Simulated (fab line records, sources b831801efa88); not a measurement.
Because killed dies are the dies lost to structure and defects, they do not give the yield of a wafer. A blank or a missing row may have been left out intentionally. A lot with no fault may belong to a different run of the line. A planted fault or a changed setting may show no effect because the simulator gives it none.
8D (eight disciplines) problem report, filled in by code | flow sky130 | the parts of the form that need people (team, actions taken, sign-off) are left out

## 1. THE ISSUE
DNWELL_TW at SKY_DNWELL_TW_MEAS_09 reads a mean of 1197 on 6 wafers of 2 lots; wafers without a fault read 1128 with a standard deviation of 6. That is +12 standard deviations from the usual mean.
Earliest sighting: wafer L585.1 on film metro-01 at day 6 00:20. The record holds 39 wafers of 13 lots with a number at this step. Rule for "out", or "out of limits": more than 4 standard deviations from the usual mean. The rest of the wafers with a number are treated as sound.

## 2. WHAT THIS IS AND IS NOT
question                    | is                           | is not
which readings at this step | DNWELL_TW                    | -
which lots                  | L585, L586                   | L572, L574, L575, L577, L578, L581, L582, L584, L587, L588, L595
which wafers of those lots  | all that have a number       | -
read on which gauges        | film metro-01, film metro-02 | film metro-03
when                        | from day 6 00:20             | up to then (24 sound wafers); but 9 sound wafers of L587, L588, L595 came after

## 3. WHAT RULES OUT EACH SUSPECT
Counting: a tool stays on the suspect list if, at a process step up to the reading, it processed all lots that are out and no sound lot following the first of them.
- the gauge at SKY_DNWELL_TW_MEAS_09 has been ruled out. The wafers that are out were read on 2 gauges (film metro-01, film metro-02).
- implanter-03 at SKY_DNWELL_IMPLANT_07: kept. All lots that are out passed through it, beginning with L585 at day 6 00:05, and no sound lot followed; its final sound lot before that point was L584 at day 5 22:44.
After counting, what remains is implanter-03 at SKY_DNWELL_IMPLANT_07.

## 4. THE CAUSE (what the simulator had put in)
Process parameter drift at SKY_DNWELL_IMPLANT_07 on implanter-03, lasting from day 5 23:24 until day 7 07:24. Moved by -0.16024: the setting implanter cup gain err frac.
The count eliminated every tool but this one.

## 5. THE EFFECT CHAIN, in route order
Each row: a reading whose mean over the struck wafers that have a number lies more than 3 standard deviations from the usual. Only readings whose record carries a usual standard deviation are examined. hours: median over the lots of the time between each lot's start at the first step of this table that gives one and its start at this step. sigmas: the change, counted in usual standard deviations.
hours | step                  | reading   | usual | on struck wafers | change | sigmas
0     | SKY_DNWELL_TW_MEAS_09 | DNWELL_TW | 1128  | 1197             | +69    | +12
At these later measuring or inspecting steps, every struck wafer for which the step has a row has a number for every such reading, and none has moved that far: SKY_VT_ADJUST_HVTR_OVL_MEAS_08, SKY_CONTACT_CD_MEAS_14.

## 6. HOW IT WOULD HAVE BEEN CAUGHT EARLIER
In this record the first reading out of limits at a measuring or inspecting step was taken at day 6 00:20, 1 hour after the fault began at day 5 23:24.
Lots out: 2; of these, L586 started SKY_DNWELL_IMPLANT_07 on implanter-03 after day 6 00:20. Holding the tool at that time would have saved it.
